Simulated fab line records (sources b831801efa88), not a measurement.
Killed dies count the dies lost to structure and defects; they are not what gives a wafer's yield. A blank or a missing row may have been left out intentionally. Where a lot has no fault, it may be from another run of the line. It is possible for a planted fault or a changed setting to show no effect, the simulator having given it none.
Struck lot and sound lot, side by side || flow gf180mcu || 16 steps out of a route of 602
Sound: these wafers, L333.2, L333.3, L333.5. The struck wafers were L342.1, L342.3, L342.4. The cause is given at the end.
Order at every step that has rows: each side's tool, ch and its chambers, its first start. Under that, the readings that differ: sound wafers || struck wafers || difference of the means || sigmas: that difference in standard deviations of wafers without a fault.
alike: readings with means less than 2 such deviations apart, plus words and numbers identical on both sides. not compared: withheld readings, readings lacking a value on some wafer, bounds such as >300 that could conceal the same value, and numbers that have no deviation in the record and whose values overlap.
Wherever a step has rows on one side only, a row that says differs or no value, or a row with sigmas, the two part there. Non-overlapping numbers with no deviation appear without sigmas and do not part them. Lack of a reading on every wafer of one side parts them only where that side has two or more wafers.

GF_M2_SPUTTER_04: material TiN, target thk 50 nm, time 40.58 s.
  struck on pvd_sputter-03, day 24 12:40; sound on pvd_sputter-02, day 21 07:02
  alike: throttle_valve_pct
GF_M2_RS_MEAS_05: a four-point-probe measurement.
  struck on film_metro-01, day 24 12:43; sound on film_metro-02, day 21 07:06
  alike: M2_ALCU_RS
GF_M2_THK_MEAS_06: measures by xrf.
  struck on film_metro-01, day 24 12:50; sound on film_metro-02, day 21 07:13
  alike: M2_ALCU_THK
then, 7 steps without rows for these wafers: GF_M2_DEHYDRATE_07 (time 60 s); GF_M2_HMDS_08 (prime time 60 s); GF_M2_COAT_09 (resist thk 1000 nm); GF_M2_SOFTBAKE_10 (time 60 s); GF_M2_EXPOSE_11 (exposes mask Metal2, target cd 280 nm); GF_M2_PEB_12 (peb time 90 s); GF_M2_DEVELOP_13 (develop time 60 s).
GF_M2_CD_MEAS_14 targets a cd of 280 nm.
  struck on cd_sem-02, day 25 09:43; sound on cd_sem-01, day 22 06:47
  alike: cd_nm
GF_M2_OVL_MEAS_15:
  struck on overlay-02, day 25 09:50; sound on overlay-01, day 22 06:53
  alike: M2_OVL
GF_M2_METAL_ETCH_16: etches the open film in Cl2/BCl3, stops on SiO2, target depth 750.8 nm, time 125.1 s.
  sound on rie_metal-04 ch 0, day 22 06:55; struck on rie_metal-03 ch 0,1, day 25 09:52
  no value came back on the struck wafers for any of 6 readings (bcl3_flow_sccm (sccm), bias_w (W) and others); on the sound wafers bcl3_flow_sccm (sccm) reads 39.91 39.99 39.87
{"reading": "model.KrF_of_M2_COAT_09.thk_nm (nm)", "sound": "695.5 696 697.3", "struck": "991.8 992.5 990.9", "difference": "+295.5", "sigmas": ""}
  not compared: rf_hours_counter_h
GF_M2_STRIP_17: strips in O2/N2.
  sound on plasma_asher-01 ch 0,1, day 22 07:03; struck on plasma_asher-02 ch 0,1, day 25 09:59
{"reading": "heater_power_w (W)", "sound": "334 335 319", "struck": "393 392 392", "difference": "+63", "sigmas": "+2"}
{"reading": "oes_product_au (a.u.)", "sound": "0.548 0.543 0.546", "struck": "0.667 0.658 0.664", "difference": "+0.117", "sigmas": "+23"}
{"reading": "strip_time_to_endpoint_s (s)", "sound": "7.50 7.47 7.50", "struck": "10.27 10.28 10.27", "difference": "+2.78", "sigmas": "+43"}
  alike: chamber_pressure_mTorr, drypump_motor_current_A
  not compared: rf_hours_counter_h
then, 1 step without rows for these wafers: GF_M2_STRIP_18 (strips in post etch residue remover, time 1200 s).
-- the record jumps here: 8 days lie between the struck wafers' starts before and after (it left off in module M2 and takes up again in module PASSIVATION, whose first step shown is number 602 of the route) --
GF_PASSIVATION_PROBE_99:
  record: rows for the struck wafers here (prober-01, day 33 17:43), none for the sound ones

== WHERE THEY PART ==
Earliest at GF_M2_METAL_ETCH_16; latest, in this record, at GF_PASSIVATION_PROBE_99.

WHY: the cause the simulator had injected
Entire step skipped (rie_metal-03, GF_M2_METAL_ETCH_16), from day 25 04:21 onward. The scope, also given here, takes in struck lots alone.
